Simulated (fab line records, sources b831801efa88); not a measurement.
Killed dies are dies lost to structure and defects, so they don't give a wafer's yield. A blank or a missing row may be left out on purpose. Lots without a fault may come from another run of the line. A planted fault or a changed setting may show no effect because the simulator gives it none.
Problem report in the 8D (eight disciplines) form, filled by code | flow sky130 | the parts of the form that need people (team, actions taken, sign-off) are left out

1. THE PROBLEM
chamber_pressure_pa at SKY_METAL3_SPUTTER_04 reads a mean of 0.4423 Pa on 6 wafers of 2 lots; wafers without a fault read 0.3999 Pa with a standard deviation of 0.00086. That is +49 standard deviations from the usual mean.
The step: material TiN, target thk 70 nm, time 58.3 s.
First seen on wafer L525.1, day 41 17:15, on pvd_sputter-03. The record holds 36 wafers of 12 lots with a number at this step. Rule for "out", or "out of limits": more than 4 standard deviations from the usual mean. The other wafers with a number count as sound.

2. WHAT IT IS AND WHAT IT IS NOT
question                    | is                     | is not
which readings at this step | chamber_pressure_pa    | -
which lots                  | L525, L526             | L509, L511, L512, L515, L517, L520, L521, L528, L529, L531
which wafers of those lots  | all that have a number | -
read on which tools         | pvd_sputter-03         | pvd_sputter-01, pvd_sputter-02
when                        | from day 41 17:15      | up to then (21 sound wafers); but 9 sound wafers of L528, L529, L531 came after

3. SUSPECTS, AND WHAT RULES EACH OUT
Counting: a tool at a process step up to the reading stays a suspect if it ran every lot that is out and no sound lot after the first of them.
- pvd_sputter-03 at SKY_METAL3_SPUTTER_04 (material TiN, target thk 70 nm, time 58.3 s): kept. It ran every lot that is out, first L525 (day 41 17:15), and no sound lot after that; its last sound lot up to then is L520 (day 39 22:08). Its own readings are out on those wafers: chamber_pressure_pa.
Left after counting: pvd_sputter-03 at SKY_METAL3_SPUTTER_04.

4. THE CAUSE (what the simulator had put in)
Process parameter drift: pvd_sputter-03, from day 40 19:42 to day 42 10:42, at SKY_METAL3_SPUTTER_04. Setting chamber_pressure_pa, moved by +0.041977, from 0.4. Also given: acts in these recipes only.
Counting left only this tool.

5. THE CHAIN OF EFFECTS, in route order
Each row: a reading whose mean over the struck wafers that have a number lies more than 3 standard deviations from the usual. Only readings for which the record gives a usual standard deviation are gone through. hours: the time from each lot's start at the first step in this table that gives one to its start at this step, as a median over the lots. sigmas: the change in usual standard deviations.
hours | step                  | reading             | usual     | on struck wafers | change  | sigmas
0     | SKY_METAL3_SPUTTER_04 | chamber_pressure_pa | 0.3999 Pa | 0.4423           | +0.0424 | +49
The process steps in it:
- SKY_METAL3_SPUTTER_04: material TiN, target thk 70 nm, time 58.3 s.

6. WHAT WOULD HAVE CAUGHT IT SOONER
In this record the first reading out of limits was taken at day 41 17:15, 22 hours after the fault began at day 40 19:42.
